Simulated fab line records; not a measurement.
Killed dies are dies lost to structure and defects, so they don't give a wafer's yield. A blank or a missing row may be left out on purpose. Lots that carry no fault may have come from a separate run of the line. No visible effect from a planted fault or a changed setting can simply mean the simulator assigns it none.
Chamber matching :: flow sky130 :: SKY_VIA2_CMP_02 on cmp-01: 4 sister chambers
The step polishes SiO2. 18 wafers are shown with their chamber, then 9 later ones without.

EACH WAFER AND ITS CHAMBER
wafer: L075.1
chamber: 1
motor_current_A (A): 12.9
slurry_filter_dp_kPa (kPa): 13.53

wafer: L075.4
chamber: 0
motor_current_A (A): 12.4
slurry_filter_dp_kPa (kPa): 13.54

wafer: L075.5
chamber: 3
motor_current_A (A): 11.3
slurry_filter_dp_kPa (kPa): 13.50

wafer: L076.1
chamber: 2
motor_current_A (A): 14.0
slurry_filter_dp_kPa (kPa): 13.22

wafer: L076.4
chamber: 0
motor_current_A (A): 12.0
slurry_filter_dp_kPa (kPa): 13.54

wafer: L076.6
chamber: 1
motor_current_A (A): 12.4
slurry_filter_dp_kPa (kPa): 13.45

wafer: L084.1
chamber: 0
motor_current_A (A): 12.0
slurry_filter_dp_kPa (kPa): 13.32

wafer: L084.2
chamber: 2
motor_current_A (A): 13.9
slurry_filter_dp_kPa (kPa): 13.47

wafer: L084.6
chamber: 2
motor_current_A (A): 13.9
slurry_filter_dp_kPa (kPa): 13.66

wafer: L085.1
chamber: 0
motor_current_A (A): 12.2
slurry_filter_dp_kPa (kPa): 13.44

wafer: L085.2
chamber: 1
motor_current_A (A): 12.1
slurry_filter_dp_kPa (kPa): 13.42

wafer: L085.3
chamber: 2
motor_current_A (A): 13.8
slurry_filter_dp_kPa (kPa): 13.45

wafer: L088.1
chamber: 1
motor_current_A (A): 12.4
slurry_filter_dp_kPa (kPa): 13.45

wafer: L088.3
chamber: 3
motor_current_A (A): 12.0
slurry_filter_dp_kPa (kPa): 13.45

wafer: L088.4
chamber: 0
motor_current_A (A): 12.1
slurry_filter_dp_kPa (kPa): 13.60

wafer: L089.2
chamber: 0
motor_current_A (A): 12.4
slurry_filter_dp_kPa (kPa): 13.48

wafer: L089.3
chamber: 1
motor_current_A (A): 11.5
slurry_filter_dp_kPa (kPa): 13.60

wafer: L089.6
chamber: 2
motor_current_A (A): 13.9
slurry_filter_dp_kPa (kPa): 13.67

SIGNATURES (means of the wafers above)
reading: motor_current_A
chamber 0: 12.183
chamber 1: 12.260
chamber 2: 13.900
chamber 3: 11.650
scatter within a chamber: 0.326

reading: slurry_filter_dp_kPa
chamber 0: 13.4867
chamber 1: 13.4900
chamber 2: 13.4940
chamber 3: 13.4750
scatter within a chamber: 0.122
Rule: distance of a wafer from a chamber = root of the sum over the readings of ((wafer's reading minus chamber's mean) / reading's scatter) squared. The wafer belongs to the nearest chamber; if the next one is less than 2 further off, it can't be placed. The scatter: take each reading less its chamber's mean, square it, sum over the shown wafers, divide by the number of wafers less the number of chambers, and take the root.

WAFERS WHOSE CHAMBER IS MISSING
wafer: L092.2
motor_current_A (A): 13.7
slurry_filter_dp_kPa (kPa): 13.56

wafer: L092.4
motor_current_A (A): 12.9
slurry_filter_dp_kPa (kPa): 13.08

wafer: L092.6
motor_current_A (A): 12.1
slurry_filter_dp_kPa (kPa): 13.72

wafer: L095.2
motor_current_A (A): 12.4
slurry_filter_dp_kPa (kPa): 13.56

wafer: L095.3
motor_current_A (A): 11.3
slurry_filter_dp_kPa (kPa): 13.64

wafer: L095.5
motor_current_A (A): 13.2
slurry_filter_dp_kPa (kPa): 13.59

wafer: L096.1
motor_current_A (A): 13.8
slurry_filter_dp_kPa (kPa): 13.27

wafer: L096.3
motor_current_A (A): 11.0
slurry_filter_dp_kPa (kPa): 13.48

wafer: L096.4
motor_current_A (A): 12.4
slurry_filter_dp_kPa (kPa): 13.65

CHAMBER TAKEN BY EACH
wafer: L092.2
from the rows above: 2
in truth: 2

wafer: L092.4
from the rows above: can't be placed: 1 or 0 or 2 or 3
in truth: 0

wafer: L092.6
from the rows above: can't be placed: 0 or 1 or 3
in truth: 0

wafer: L095.2
from the rows above: can't be placed: 1 or 0 or 3
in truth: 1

wafer: L095.3
from the rows above: can't be placed: 3 or 0 or 1
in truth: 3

wafer: L095.5
from the rows above: can't be placed: 2 or 1 or 0
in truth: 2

wafer: L096.1
from the rows above: 2
in truth: 2

wafer: L096.3
from the rows above: can't be placed: 3 or 0 or 1
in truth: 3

wafer: L096.4
from the rows above: can't be placed: 1 or 0 or 3
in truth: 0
2 of 9 placed correctly. Cannot be placed on the basis of these rows: 7; the candidates contain the true chamber in 7. 0 placed wrongly.
